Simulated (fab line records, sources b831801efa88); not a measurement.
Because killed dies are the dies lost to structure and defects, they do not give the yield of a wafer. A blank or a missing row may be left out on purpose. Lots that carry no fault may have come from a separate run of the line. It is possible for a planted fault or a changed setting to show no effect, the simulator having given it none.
The tool behind it: which one?    flow sky130    14 lots with 42 wafers sampled at 2 steps, on a route of 708 steps

WHAT EACH GAUGE READ, for each wafer
SKY_METAL3_CD_MEAS_13 targets a cd of 300 nm. Usual: cd-nm at 300.2 nm, with a standard deviation of 1.5.
lot   measured      on         cd-nm (nm)         flag
L184  day 38 12:28  cd-sem-01  302.8 302.8 304.3  
L185  day 39 00:39  cd-sem-01  300.6 299.4 297.4  
L187  day 39 09:15  cd-sem-02  301.3 302.9 301.3  
L188  day 39 17:04  cd-sem-01  299.9 301.0 300.4  
L189  day 41 08:15  cd-sem-01  301.7 301.5 301.8  
L191  day 41 13:11  cd-sem-02  299.6 300.5 299.2  
L193  day 41 14:08  cd-sem-01  299.1 300.6 299.6  
L192  day 41 15:03  cd-sem-02  299.7 298.4 299.0  
L194  day 41 23:00  cd-sem-01  248.3 67.3 238.9   OFF
L196  day 42 08:49  cd-sem-01  213.5 244.7 188.3  OFF
L203  day 44 20:39  cd-sem-02  301.6 299.6 299.4  
L204  day 44 22:32  cd-sem-01  297.7 298.5 297.7  
L202  day 44 23:29  cd-sem-01  300.8 300.7 300.2  
L205  day 44 23:40  cd-sem-02  298.4 298.0 299.3  

WHAT TOOL EACH LOT RAN ON (gives the tool, then ch and the chambers of the sampled wafers, and finally the start)
lot   SKY_METAL3_EXPOSE_10
L184  krf-scanner-01 ch 0, day 37 23:22
L185  krf-scanner-01 ch 0, day 38 12:41
L187  krf-scanner-02 ch 0, day 38 20:57
L188  krf-scanner-02 ch 0, day 39 04:45
L189  krf-scanner-01 ch 0, day 40 21:12
L191  krf-scanner-02 ch 0, day 41 01:35
L193  krf-scanner-01 ch 0, day 41 02:13
L192  krf-scanner-02 ch 0, day 41 03:01
L194  krf-scanner-02 ch 0, day 41 10:11
L196  krf-scanner-02 ch 0, day 41 21:04
L203  krf-scanner-02 ch 0, day 44 09:18
L204  krf-scanner-01 ch 0, day 44 11:19
L202  krf-scanner-02 ch 0, day 44 12:38
L205  krf-scanner-01 ch 0, day 44 12:54
- SKY_METAL3_EXPOSE_10: exposes mask MM3, target cd 300 nm.

WHAT THE TOOLS THEMSELVES READ (means of the sampled wafers that have a number; where no wafer has one, the mark that the record gives instead)
SKY_METAL3_EXPOSE_10. Usual: focus-offset-nm at 0.1 nm, with a standard deviation of 0.54.
lot   tool            focus-offset-nm (nm)  flag
L184  krf-scanner-01  -0.0                  
L185  krf-scanner-01  -0.2                  
L187  krf-scanner-02  -0.1                  
L188  krf-scanner-02  0.2                   
L189  krf-scanner-01  0.6                   
L191  krf-scanner-02  0.1                   
L193  krf-scanner-01  -0.1                  
L192  krf-scanner-02  0.3                   
L194  krf-scanner-02  0.1                   
L196  krf-scanner-02  -0.7                  
L203  krf-scanner-02  0.2                   
L204  krf-scanner-01  0.8                   
L202  krf-scanner-02  0.2                   
L205  krf-scanner-01  0.7                   

THE ANSWER, worked out from the rows above alone
Rule: take the mean of a lot's wafers that have a number; if it is more than 3 standard deviations from the usual mean, the lot is off. A lot without any number at a reading at which 4 lots or more have one is off too. Where the step has rows for the other lots, those lots are counted as sound. Order of review: gauges by route order, followed by the tools' own readings, for which a lot's mean as printed above is used. At the first step where some lot is off, the reading lying furthest off is the one used; lots without a number count as furthest.
Off at SKY_METAL3_CD_MEAS_13 (cd-nm): L194, L196.
If a tool, at a process step before that reading, ran all the lots that are off and no sound lot after the first of them, it fits. Gauges at SKY_METAL3_CD_MEAS_13: tried the same way as those tools. Of those tried, none fits.

WHAT THE SIMULATOR PUT IN
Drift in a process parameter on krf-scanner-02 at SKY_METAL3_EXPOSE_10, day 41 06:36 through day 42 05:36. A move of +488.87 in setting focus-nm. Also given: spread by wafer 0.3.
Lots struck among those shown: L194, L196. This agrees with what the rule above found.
